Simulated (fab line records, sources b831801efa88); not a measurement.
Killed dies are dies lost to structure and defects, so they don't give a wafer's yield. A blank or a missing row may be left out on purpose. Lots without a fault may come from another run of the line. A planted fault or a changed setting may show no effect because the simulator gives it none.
Problem report in the 8D (eight disciplines) form, filled by code | flow sfq_line | the parts of the form that need people (team, actions taken, sign-off) are left out

1. THE PROBLEM
heater_power_total_W at SFQ_TRILAYER_I4_VIA_LITHO_PEB_106 reads a mean of 80.84 W on 6 wafers of 2 lots; wafers without a fault read 79.16 W with a standard deviation of 0.062. That is +27 standard deviations from the usual mean.
The step: peb time 60 s.
First seen on wafer L696.1, day 52 14:13, on litho_track-02. The record holds 42 wafers of 14 lots with a number at this step. Rule for "out", or "out of limits": more than 4 standard deviations from the usual mean. The other wafers with a number count as sound.

2. WHAT IT IS AND WHAT IT IS NOT
question                    | is                     | is not
which readings at this step | heater_power_total_W   | -
which lots                  | L696, L697             | L676, L678, L679, L681, L682, L684, L685, L686, L688, L690, L691, L698
which wafers of those lots  | all that have a number | -
read on which tools         | litho_track-02         | litho_track-03, litho_track-04
when                        | from day 52 14:13      | up to then (33 sound wafers); but 3 sound wafers of L698 came after

3. SUSPECTS, AND WHAT RULES EACH OUT
Counting: a tool at a process step up to the reading stays a suspect if it ran every lot that is out and no sound lot after the first of them.
- litho_track-02 at SFQ_TRILAYER_I4_VIA_LITHO_PEB_106 (peb time 60 s): kept. It ran every lot that is out, first L696 (day 52 14:13), and no sound lot after that; its last sound lot up to then is L690 (day 42 20:45). Its own readings are out on those wafers: heater_power_total_W.
Left after counting: litho_track-02 at SFQ_TRILAYER_I4_VIA_LITHO_PEB_106.

4. THE CAUSE (what the simulator had put in)
Process parameter drift: litho_track-02, from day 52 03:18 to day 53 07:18, at SFQ_TRILAYER_I4_VIA_LITHO_PEB_106. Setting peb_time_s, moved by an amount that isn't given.
Counting left only this tool.

5. THE CHAIN OF EFFECTS, in route order
Each row: a reading whose mean over the struck wafers that have a number lies more than 3 standard deviations from the usual. Only readings for which the record gives a usual standard deviation are gone through. hours: the time from each lot's start at the first step in this table that gives one to its start at this step, as a median over the lots. sigmas: the change in usual standard deviations.
hours | step                              | reading              | usual   | on struck wafers | change | sigmas
0     | SFQ_TRILAYER_I4_VIA_LITHO_PEB_106 | heater_power_total_W | 79.16 W | 80.84            | +1.68  | +27
The process steps in it:
- SFQ_TRILAYER_I4_VIA_LITHO_PEB_106: peb time 60 s.

6. WHAT WOULD HAVE CAUGHT IT SOONER
In this record the first reading out of limits was taken at day 52 14:13, 11 hours after the fault began at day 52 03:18.
